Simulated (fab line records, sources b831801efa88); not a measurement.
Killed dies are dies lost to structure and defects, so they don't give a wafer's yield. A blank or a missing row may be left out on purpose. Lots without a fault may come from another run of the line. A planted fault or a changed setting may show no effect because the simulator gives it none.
One fault seen from 2 desks | flow gf180mcu | each desk has only its own numbers; what lay behind them comes last

THE TOOL OWNER'S DESK: pvd_sputter-02
The tool's own readings at GF_MIM_SPUTTER_03 (material Ti, target thk 10 nm, time 6.7 s): means of the sampled wafers that have a number, for each lot that ran on this tool. A lot is out of limits, marked OUT, if its mean lies more than 4 standard deviations from the usual mean; the brackets give that distance.
Columns: A = chamber_pressure_pa at GF_MIM_SPUTTER_03, usual 0.2999 Pa; B = throttle_valve_pct at GF_MIM_SPUTTER_03, usual 29.6 %
lot  | first seen here | A      | B
L619 | day 25 03:01    | 0.3001 | 28.9
L632 | day 29 11:29    | 0.3004 | 29.4
L633 | day 29 14:50    | 0.3000 | 28.7
This desk's finding: nothing out of limits on any of the 3 lots.

THE METROLOGY DESK
What the gauges read, lot by lot, whatever tool the lot ran on: means of the sampled wafers that have a number. A lot is out of limits, marked OUT, if its mean lies more than 4 standard deviations from the usual mean; the brackets give that distance.
Columns: A = V4_W_RS at GF_V4_RS_MEAS_24, usual 0.329 ohm/sq; B = V4_W_THK at GF_V4_THK_MEAS_25, usual 346 nm
lot  | first seen here | A     | B
L619 | day 25 02:24    | 0.326 | 345
L625 | day 27 12:54    | 0.327 | 345
L632 | day 29 10:52    | 0.330 | 350
L633 | day 29 14:14    | 0.329 | 348
L638 | day 30 23:04    | 0.325 | 347
L639 | day 31 05:54    | 0.327 | 350
This desk's finding: nothing out of limits on any of the 6 lots.

PUT TOGETHER
The tool owner's desk saw nothing out of limits.
The metrology desk saw nothing out of limits.

WHAT THE SIMULATOR HAD PUT IN
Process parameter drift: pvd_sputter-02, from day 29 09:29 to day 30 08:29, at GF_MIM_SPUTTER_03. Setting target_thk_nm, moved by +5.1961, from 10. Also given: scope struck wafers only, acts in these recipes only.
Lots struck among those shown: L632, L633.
